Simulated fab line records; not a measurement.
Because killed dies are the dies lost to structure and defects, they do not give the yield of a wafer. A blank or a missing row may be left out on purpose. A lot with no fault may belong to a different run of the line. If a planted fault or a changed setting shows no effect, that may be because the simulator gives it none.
Struck lot and sound lot, side by side / flow sky130 / 17 out of 708 route steps
Sound: wafers L566.1, L566.5, L566.6. Struck: wafer L573.1; the same lot's L573.6 was not struck, so it is left out; see the end for the cause.
Each step with rows lists, per side, the tool, then ch with its chambers, then its first start. Under that, the readings that differ: sound wafers / struck wafers / difference of the means / sigmas: that difference in standard deviations of wafers without a fault.
alike: words and numbers the same on both sides, and readings whose means are apart by under 2 such deviations; not compared: readings that were withheld, readings missing a value for some wafer, numbers with overlapping values and no deviation given by the record, and bounds like >300 which may hide the same value.
A row with sigmas, a row that says differs or no value, or rows on one side alone: a step with any of these is where the two part. When numbers do not overlap yet have no deviation, they are printed without sigmas and do not part them. A reading missing from all wafers of one side parts the sides only when that side holds two or more wafers.

first, 3 steps without rows for these wafers: SKY_SONOS_ONO_WET_ETCH_18 (etches Si3N4 in H3PO4, target depth 15 nm, time 172 s); SKY_GATE_OXIDE_CLEAN_00 (cleans in SC1/SC2, time 150 s); SKY_GATE_OXIDE_OXIDATION_01 (stabilise 600 s, purge 300 s, target thk 10.268 nm).
SKY_GATE_OXIDE_THK_MEAS_02:
  sound on film_metro-01, day 13 22:32; struck on film_metro-04, day 16 14:31
  alike: GATE_OXIDE_OXIDATION_00_THK
then, 7 steps without rows for these wafers: SKY_GATE_OXIDE_DEHYDRATE_03 (time 60 s); SKY_GATE_OXIDE_HMDS_04 (prime time 60 s); SKY_GATE_OXIDE_COAT_05 (resist thk 1140 nm); SKY_GATE_OXIDE_SOFTBAKE_06 (time 60 s); SKY_GATE_OXIDE_EXPOSE_07 (exposes mask LVOM, target cd 600 nm); SKY_GATE_OXIDE_PEB_08; SKY_GATE_OXIDE_DEVELOP_09 (develop time 60 s).
SKY_GATE_OXIDE_OVL_MEAS_10:
  sound on overlay-01, day 14 23:53; struck on overlay-01, day 17 19:44
  alike: GATE_OXIDE_OVL
SKY_GATE_OXIDE_IMPLANT_11:
  sound on implanter-02 ch 0, day 14 23:55; struck on implanter-04 ch 0, day 17 19:46
  alike: beam_energy_keV
then, 1 step without rows for these wafers: SKY_GATE_OXIDE_WET_ETCH_12 (etches SiO2 in dHF, target depth 16.8 nm, time 336 s).
SKY_GATE_OXIDE_STRIP_13: strips in O2/N2.
  sound on plasma_asher-01 ch 0,1, day 15 00:10; struck on plasma_asher-03 ch 1, day 17 20:02
  alike: drypump_motor_current_A, oes_product_au, strip_time_to_endpoint_s
  not compared: rf_hours_counter_h
SKY_GATE_OXIDE_TW_MEAS_14:
  sound on film_metro-03, day 15 00:16; struck on film_metro-04, day 17 20:22
reading=GATE_OXIDE_TW; sound=221.8 221.8 222.7; struck=212.2; difference=-9.9; sigmas=-6
  not compared: hold
-- record jumps: 31 days separate the struck wafers' starts on either side; left off in module GATE_OXIDE, taken up again in module PAD_OPEN, whose first shown step is the route's number 708 --
SKY_PAD_OPEN_PROBE_99:
  sound on prober-01, day 46 18:25; struck on prober-02, day 48 14:07
reading=model.etest.tip_p.rs_ohm_sq; sound=6850 6805 6832; struck=7222; difference=+393; sigmas=
reading=model.etest.pfet_01v8.r_on_ohm_um; sound=2876 2889 2908; struck=3099; difference=+208; sigmas=
reading=model.etest.tip_p.rs_ohm_sq_range; sound=248.1 184.7 176.3; struck=348.6; difference=+145.6; sigmas=
reading=model.etest.tip_p.rs_ohm_sq_rim_less_centre; sound=30.37 -4.281 -29.04; struck=-132.7; difference=-131.7; sigmas=
reading=model.etest.nfet_01v8_lvt.drive_ua_um; sound=571.5 580.2 576; struck=614; difference=+38; sigmas=
reading=model.etest.nfet_01v8.drive_ua_um; sound=504 502.4 510.8; struck=536.7; difference=+31.0; sigmas=
reading=model.etest.nfet_01v8_turned.drive_ua_um; sound=501.8 509.1 509.2; struck=541.1; difference=+34.4; sigmas=
reading=model.etest.nfet_01v8_swapped.drive_ua_um; sound=504.8 506.6 505; struck=538; difference=+33; sigmas=
  alike: killed_at_M0_to_M3, killed_at_M4_up, killed_at_contacts, killed_at_front_end, killed_at_other, killed_dies, killed_open, killed_short
  not compared: hold

## WHERE THEY PART
Within this record, at SKY_GATE_OXIDE_TW_MEAS_14 only. Later steps at which nothing parts them and some readings are alike: SKY_PAD_OPEN_PROBE_99.

WHY: the cause the simulator had injected
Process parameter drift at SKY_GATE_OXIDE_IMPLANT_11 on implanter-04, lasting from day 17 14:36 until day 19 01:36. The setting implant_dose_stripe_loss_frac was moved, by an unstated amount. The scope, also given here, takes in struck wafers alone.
